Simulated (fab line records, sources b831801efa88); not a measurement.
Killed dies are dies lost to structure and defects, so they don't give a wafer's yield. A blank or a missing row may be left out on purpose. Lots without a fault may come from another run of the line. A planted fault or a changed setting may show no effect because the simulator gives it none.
Which tool did it? | flow sky130 | 6 lots, 18 wafers sampled, at 1 step of a route of 708

WHAT THE GAUGES READ, wafer by wafer
SKY_VT_ADJUST_HVTR_OVL_MEAS_08.
lot  | measured     | on         | VT_ADJUST_HVTR_OVL (nm)
L826 | day 9 17:32  | overlay-02 | -1.4 -1.0 -0.1
L828 | day 10 10:52 | overlay-02 | -0.3 0.9 2.5
L840 | day 14 04:47 | overlay-02 | -3.4 -3.1 -3.0
L842 | day 14 14:41 | overlay-01 | -0.2 -1.9 -1.9
L845 | day 15 13:14 | overlay-01 | 1.4 1.9 1.3
L848 | day 16 16:41 | overlay-01 | -0.9 -3.2 -2.8

WHICH TOOL RAN EACH LOT (tool, then ch and the chambers of the sampled wafers, then the start)
The record holds no process step before these readings.

THE ANSWER, worked out from the rows above alone
Rule: what is usual is taken from the lots themselves. Put in order of their means at a reading, lots are off if they are a third of the lots or fewer, leave a main group of 4 or more, and stand apart from it by a gap of 3 or more times the standard deviation of the main group's means; of several such gaps the widest counts. A main group whose means are all the same, to the digits that the tables above print for the reading, isn't used. A lot without any number at a reading at which 4 lots or more have one is off too. The other lots that the step has rows for count as sound.
No lot is off at any reading shown: from this, nothing can be told.

WHAT THE SIMULATOR HAD PUT IN
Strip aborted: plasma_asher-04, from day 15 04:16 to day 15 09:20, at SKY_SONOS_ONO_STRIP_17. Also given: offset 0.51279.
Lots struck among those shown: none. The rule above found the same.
